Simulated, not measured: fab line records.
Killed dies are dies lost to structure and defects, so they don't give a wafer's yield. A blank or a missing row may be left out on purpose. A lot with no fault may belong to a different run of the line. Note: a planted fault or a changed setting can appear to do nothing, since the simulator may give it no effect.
Problem report in the 8D (eight disciplines) form, filled by code | flow gf180mcu | the parts of the form that need people (team, actions taken, sign-off) are left out

1. THE PROBLEM
Mean of run length s at GF_POLY_GATE_ETCH_13: 91.7 s across 2 wafers in 2 lots; on wafers with no fault it is 97.8 s (standard deviation 0.41). Measured from the usual mean, that is -15 standard deviations.
The step: etches poly-Si in HBr/Cl2, stops on SiO2, target depth 198.5 nm, time 69.6 s.
First observed at day 12 11:44: wafer L958.3, on rie si-01. The record holds 18 wafers of 6 lots with a number at this step. Rule for "out", or "out of limits": more than 4 standard deviations from the usual mean. The other wafers with a number count as sound.

2. WHAT IT IS; WHAT IT IS NOT
question                    | is                | is not
which readings at this step | run length s      | chamber pressure mTorr, drypump motor current A, oes product au, throttle valve pct
which lots                  | L958, L959        | L947, L951, L963, L965
which wafers of those lots  | L958.3, L959.6    | L958.2, L958.5, L959.1, L959.3
read on which tools         | rie si-01         | rie si-02
when                        | from day 12 11:44 | up to then (8 sound wafers); but 8 sound wafers of L959, L963, L965 came after

3. WHAT RULES OUT EACH SUSPECT
Counting: a tool at a process step up to the reading stays a suspect if it ran every lot that is out. Sound lots after the first of them don't rule it out here, since some wafers of a struck lot are sound.
- rie diel-01 at GF_POLY_GATE_ETCH_12 (etches BARC in N2/H2): kept. It ran every lot that is out, first L958 (day 12 11:41).
- rie si-01 at GF_POLY_GATE_ETCH_13 (etches poly-Si in HBr/Cl2, stops on SiO2, target depth 198.5 nm, time 69.6 s): kept. It ran every lot that is out, first L958 (day 12 11:44); its last sound lot up to then is L947 (day 9 05:23). Its own run length s readings are out on those wafers.
- rie diel-01, GF_POLY_GATE_ETCH_12: wafers that are out in chamber 3, sound lot-mates in chambers 0, 1, 2.
- rie si-01, GF_POLY_GATE_ETCH_13: wafers that are out in chamber 1, sound lot-mates in chambers 0, 2, 3.
What counting leaves: rie diel-01 at GF_POLY_GATE_ETCH_12 and rie si-01 at GF_POLY_GATE_ETCH_13.

4. THE CAUSE (what the simulator had put in)
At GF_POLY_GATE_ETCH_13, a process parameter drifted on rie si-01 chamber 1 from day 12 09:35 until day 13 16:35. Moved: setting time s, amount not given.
Of the 2 suspects that counting leaves, this tool is one.

5. THE EFFECT CHAIN, in route order
Each row: a reading where the mean over the struck wafers with a number is more than 3 standard deviations away from the usual. Only readings for which the record gives a usual standard deviation are gone through. hours: the time from each lot's start at the first step in this table that gives one to its start at this step, as a median over the lots. sigmas: the change in usual standard deviations.
hours | step                 | reading      | usual  | on struck wafers | change | sigmas
0     | GF_POLY_GATE_ETCH_13 | run length s | 97.8 s | 91.7             | -6.1   | -15
Process steps it contains:
- GF_POLY_GATE_ETCH_13: etches poly-Si in HBr/Cl2, stops on SiO2, target depth 198.5 nm, time 69.6 s.

6. WHAT WOULD HAVE CAUGHT IT SOONER
In this record the first reading out of limits was taken at day 12 11:44, 2 hours after the fault began at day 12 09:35.
